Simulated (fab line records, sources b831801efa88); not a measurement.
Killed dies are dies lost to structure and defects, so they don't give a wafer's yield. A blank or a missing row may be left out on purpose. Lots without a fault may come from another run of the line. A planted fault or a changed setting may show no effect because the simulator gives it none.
Which tool did it? | flow sky130 | 13 lots, 39 wafers sampled, at 3 steps of a route of 708

WHAT THE GAUGES READ, wafer by wafer
SKY_FIELD_ISO_THK_MEAS_04. Usual: FIELD_ISO_CVD_03_THK 164.9 nm, standard deviation 1.2.
lot  | measured    | on            | FIELD_ISO_CVD_03_THK (nm) | flag
L596 | day 1 21:30 | film_metro-04 | 165.3 165.7 164.1         |
L595 | day 1 21:31 | film_metro-03 | 164.7 164.2 166.1         |
L597 | day 2 02:47 | film_metro-01 | 164.6 163.7 163.6         |
L598 | day 2 05:37 | film_metro-01 | 163.4 163.2 162.7         |
L599 | day 2 09:30 | film_metro-04 | 165.2 166.2 164.4         |
L600 | day 2 15:47 | film_metro-03 | 167.1 167.2 166.4         |
L601 | day 2 21:34 | film_metro-01 | 167.8 167.6 166.5         |
L602 | day 3 01:53 | film_metro-04 | 164.7 165.1 164.7         |
L607 | day 4 02:51 | film_metro-04 | 164.9 164.6 165.3         |
L614 | day 5 13:43 | film_metro-03 | 164.5 166.3 165.8         |
L615 | day 5 18:47 | film_metro-01 | 163.7 163.3 164.1         |
L616 | day 5 22:29 | film_metro-01 | 164.0 163.3 164.1         |
L617 | day 6 04:22 | film_metro-03 | 167.2 165.7 165.2         |

SKY_VT_ADJUST_HVTR_CD_MEAS_07: target cd 380 nm. Usual: cd_nm 378.8 nm, standard deviation 2.1.
lot  | measured     | on        | cd_nm (nm)        | flag
L596 | day 9 20:54  | cd_sem-01 | 376.6 378.2 379.1 |
L595 | day 9 21:52  | cd_sem-01 | 381.2 382.7 381.1 |
L597 | day 10 02:36 | cd_sem-02 | 381.7 379.7 379.1 |
L598 | day 10 03:11 | cd_sem-02 | 382.4 380.8 379.5 |
L599 | day 10 10:02 | cd_sem-01 | 376.7 381.1 377.0 |
L600 | day 10 21:12 | cd_sem-02 | 378.0 381.5 379.0 |
L601 | day 11 08:34 | cd_sem-02 | 377.8 380.5 378.7 |
L602 | day 11 19:51 | cd_sem-01 | 374.6 376.6 378.4 |
L607 | day 13 07:55 | cd_sem-02 | 383.6 381.1 381.3 |
L614 | day 15 07:49 | cd_sem-01 | 381.4 378.2 379.6 |
L615 | day 15 14:04 | cd_sem-01 | 374.6 375.6 376.6 |
L616 | day 15 16:42 | cd_sem-02 | 375.3 377.5 377.3 |
L617 | day 16 00:20 | cd_sem-02 | 381.1 379.4 377.9 |

WHICH TOOL RAN EACH LOT (tool, then ch and the chambers of the sampled wafers, then the start)
lot  | SKY_NWELL_DEVELOP_22
L596 | litho_track-02 ch 0, day 5 14:00
L595 | litho_track-03 ch 0, day 5 16:00
L597 | litho_track-04 ch 0, day 5 20:00
L598 | litho_track-03 ch 0, day 5 21:00
L599 | litho_track-04 ch 0, day 6 00:00
L600 | litho_track-03 ch 0, day 6 10:00
L601 | litho_track-02 ch 0, day 6 19:00
L602 | litho_track-03 ch 0, day 7 03:00
L607 | litho_track-04 ch 0, day 8 12:00
L614 | litho_track-02 ch 0, day 10 04:00
L615 | litho_track-04 ch 0, day 10 10:00
L616 | litho_track-02 ch 0, day 10 12:00
L617 | litho_track-04 ch 0, day 10 18:00
- SKY_NWELL_DEVELOP_22: develop time 60 s.

WHAT THE TOOLS THEMSELVES READ (means of the sampled wafers that have a number; where no wafer has one, the mark that the record gives instead)
SKY_NWELL_DEVELOP_22. Usual: developer_temp_C 23.01 C, standard deviation 0.12; resist_line_temp_C 23.00 C, standard deviation 0.11.
lot  | tool           | developer_temp_C (C) | resist_line_temp_C (C) | flag
L596 | litho_track-02 | 22.93                | 23.01                  |
L595 | litho_track-03 | 22.88                | 23.07                  |
L597 | litho_track-04 | 22.90                | 22.93                  |
L598 | litho_track-03 | 23.04                | 22.85                  |
L599 | litho_track-04 | 23.27                | 23.13                  |
L600 | litho_track-03 | 22.98                | 23.11                  |
L601 | litho_track-02 | 22.93                | 22.99                  |
L602 | litho_track-03 | 23.12                | 23.13                  |
L607 | litho_track-04 | 23.02                | 22.95                  |
L614 | litho_track-02 | 25.28                | 22.98                  | OFF
L615 | litho_track-04 | 22.98                | 22.94                  |
L616 | litho_track-02 | 25.26                | 23.11                  | OFF
L617 | litho_track-04 | 23.14                | 23.04                  |

THE ANSWER, worked out from the rows above alone
Rule: a lot is off if the mean of its wafers that have a number lies more than 3 standard deviations from the usual mean. A lot without any number at a reading at which 4 lots or more have one is off too. The other lots that the step has rows for count as sound. The gauges are gone through in route order, then the tools' own readings, and for those a lot's mean is taken as printed above. The first step at which some lot is off is used, and at that step the reading that is off furthest; a lot without a number counts as furthest.
Off: L614, L616, at SKY_NWELL_DEVELOP_22 (developer_temp_C).
A tool fits if, at that step or a process step before it, it ran every lot that is off, and no sound lot after the first of them. One fits: litho_track-02 at SKY_NWELL_DEVELOP_22. Its last sound lot is L601 (day 6 19:00), its first lot that is off L614 (day 10 04:00): a fault that began between those two fits.
The tool's own readings at SKY_NWELL_DEVELOP_22 bear it out: on the lots that are off they differ by more than 5 times the standard deviation of the sound lots' means. developer_temp_C reads 25.27 C there against 23.02 C on the sound lots.

WHAT THE SIMULATOR HAD PUT IN
Process parameter drift: litho_track-02, from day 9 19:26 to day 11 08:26, at SKY_NWELL_DEVELOP_22. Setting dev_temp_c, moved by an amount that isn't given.
Lots struck among those shown: L614, L616. The rule above found the same.
